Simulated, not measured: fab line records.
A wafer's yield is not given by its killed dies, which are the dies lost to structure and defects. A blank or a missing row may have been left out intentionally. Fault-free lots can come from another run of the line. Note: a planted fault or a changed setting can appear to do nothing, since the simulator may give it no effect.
A lot that was struck, set against a sound lot ; flow sky130 ; 38 steps out of a route of 708
Sound: wafers L176.3, L176.4, L176.5. Struck: wafer L185.2. (L185.3, L185.4 of the same lot were not struck and are left out.) The cause comes at the end.
At each step with rows: each side's tool, then ch and its chambers, then its first start. Under that, the readings that differ: sound wafers ; struck wafers ; difference of the means ; sigmas: that difference in standard deviations of wafers without a fault.
alike: readings whose means differ by less than 2 such deviations, and words and numbers that are the same on both sides. not compared: withheld readings, readings that some wafer has no value for, bounds like >300 that may hide the same value, and numbers for which the record gives no deviation and whose values overlap.
Wherever a step has rows on one side only, a row that says differs or no value, or a row with sigmas, the two part there. Non-overlapping numbers with no deviation appear without sigmas and do not part them. A reading that every wafer of one side lacks parts them only if that side has two wafers or more.

first, 9 steps without rows for these wafers: SKY_VIA3_SPUTTER_20 (material TiN, target thk 20 nm, time 80 s); SKY_VIA3_CVD_21 (deposits W, target thk 390 nm, time 117.31 s); SKY_VIA3_CMP_24 (polishes, stops on SiO2, t overpolish 20 s, target thk 0 nm); SKY_METAL4_SPUTTER_00 (material Ti, target thk 15 nm, time 10 s); SKY_METAL4_SPUTTER_01 (material TiN, target thk 20 nm, time 16.7 s); SKY_METAL4_SPUTTER_02 (material AlCu, target thk 735 nm, time 39.1 s); SKY_METAL4_SPUTTER_03 (material Ti, target thk 5 nm, time 3.3 s); SKY_METAL4_SPUTTER_04 (material TiN, target thk 70 nm, time 58.3 s); SKY_CAP2M_CVD_00 (deposits SiO2, target thk 15.5 nm).
SKY_CAP2M_SPUTTER_02: material TiN, target thk 200 nm, time 166.7 s.
  struck on pvd-sputter-01, day 45 13:36; sound on pvd-sputter-01, day 43 05:50
reading;sound;struck;difference;sigmas
model.TiN_of_CAP2M_SPUTTER_02.thk-nm (nm);200.5 202.5 201.9;118;-84;
  alike: throttle-valve-pct
SKY_CAP2M_RS_MEAS_03: measurement is done with a four-point probe.
  struck on film-metro-04, day 45 13:44; sound on film-metro-04, day 43 05:59
reading;sound;struck;difference;sigmas
CAP2M_TIN_RS (ohm/sq);6.90 6.82 6.85;11.90;+5.04;+65
SKY_CAP2M_THK_MEAS_04: measures by xrf.
  struck on film-metro-04, day 45 13:50; sound on film-metro-04, day 43 06:05
reading;sound;struck;difference;sigmas
CAP2M_TIN_THK (nm);203.7 204.8 204.9;119.7;-84.8;-33
then, 7 steps without rows for these wafers: SKY_CAP2M_DEHYDRATE_05 (time 60 s); SKY_CAP2M_HMDS_06 (prime time 60 s); SKY_CAP2M_COAT_07 (resist thk 1140 nm); SKY_CAP2M_SOFTBAKE_08 (time 60 s); SKY_CAP2M_EXPOSE_09 (exposes mask CAP2M, target cd 1000 nm); SKY_CAP2M_PEB_10; SKY_CAP2M_DEVELOP_11 (develop time 60 s).
SKY_CAP2M_METAL_ETCH_13: etches TiN in Cl2/BCl3, stops on SiO2, target depth 220 nm, time 62.9 s.
  sound on rie-metal-03 ch 0,1, day 44 05:58; struck on rie-metal-03 ch 1, day 46 11:44
reading;sound;struck;difference;sigmas
bcl3-flow-sccm (sccm);29.88 29.98 29.95;30.13;+0.19;+2
oes-product-au (a.u.);0.940 0.947 0.944;0.701;-0.243;-32
rf-hours-counter-h (h);- - -;8;no value on the sound wafers;
throttle-valve-pct (%);21.904 21.873 21.890;22.049;+0.160;+16
  alike: drypump-motor-current-A
then, 16 steps without rows for these wafers: SKY_CAP2M_STRIP_14 (strips in O2/N2); SKY_CAP2M_STRIP_15 (strips in post etch residue remover, time 1200 s); SKY_CAP2M_CLEAN_16 (cleans in IPA, time 180 s); SKY_CAP2M_CLEAN_17 (cleans in O3/DIW); SKY_METAL4_DEHYDRATE_05 (time 60 s); SKY_METAL4_HMDS_06 (prime time 60 s); SKY_METAL4_COAT_07 (resist thk 60 nm); SKY_METAL4_COAT_08 (resist thk 1140 nm); SKY_METAL4_SOFTBAKE_09 (time 90 s); SKY_METAL4_EXPOSE_10 (exposes mask MM4, target cd 300 nm); SKY_METAL4_PEB_11; SKY_METAL4_DEVELOP_12 (develop time 60 s); SKY_METAL4_DESCUM_15 (chemistry O2, time 8 s); SKY_METAL4_ETCH_16 (etches BARC in N2/H2, stops on SiO2, time 88.2 s, target depth 60 nm); SKY_METAL4_ETCH_17 (etches SiO2 in C4F8/O2/Ar, stops on TiN, time 3.9 s, target depth 15 nm); SKY_METAL4_METAL_ETCH_18 (etches the open film in Cl2/BCl3, stops on SiO2, target depth 845 nm, time 183.1 s).
SKY_METAL4_STRIP_20: strips in post etch residue remover, time 1200 s.
  sound on wet-bench-02 ch 2, day 45 06:38; struck on wet-bench-01 ch 3, day 47 10:20
reading;sound;struck;difference;sigmas
bath-guard-temp-C (C);71.7 71.1 71.2;73.1;+1.8;+3
model.TiN_of_CAP2M_SPUTTER_02.thk-nm (nm);199.7 201.7 201;117.2;-83.6;
-- the record jumps here: 3 days lie between the struck wafers' starts before and after (it left off in module METAL4 and takes up again in module PAD_OPEN, whose first step shown is number 708 of the route) --
SKY_PAD_OPEN_PROBE_99:
  struck on prober-01, day 50 22:00; sound on prober-02, day 49 02:47
reading;sound;struck;difference;sigmas
killed-open;46 42 54;33;-14;-2
model.etest.cap-mim2.plate-ohm-sq;5.988 5.917 5.96;10.08;+4.12;
model.etest.cap-mim2.bv-v (V);13.76 14.16 14.43;11.7;-2.4;
model.etest.cap-mim2.leak-log10-a-cm2;-8.963 -8.976 -9.175;-8.071;+0.967;
  alike: defect-limited-yield, killed_at_M0_to_M3, killed_at_M4_up, killed-at-contacts, killed-at-front-end, killed-at-other, killed-dies, killed-short, sort_bin_3_pad_short, sort_bin_5_function, sort_bin_6_memory, sort-n-pass, sort-yield-pct

## WHERE THEY PART
Earliest at SKY_CAP2M_RS_MEAS_03; latest, in this record, at SKY_PAD_OPEN_PROBE_99.

WHY: what the simulator had put in
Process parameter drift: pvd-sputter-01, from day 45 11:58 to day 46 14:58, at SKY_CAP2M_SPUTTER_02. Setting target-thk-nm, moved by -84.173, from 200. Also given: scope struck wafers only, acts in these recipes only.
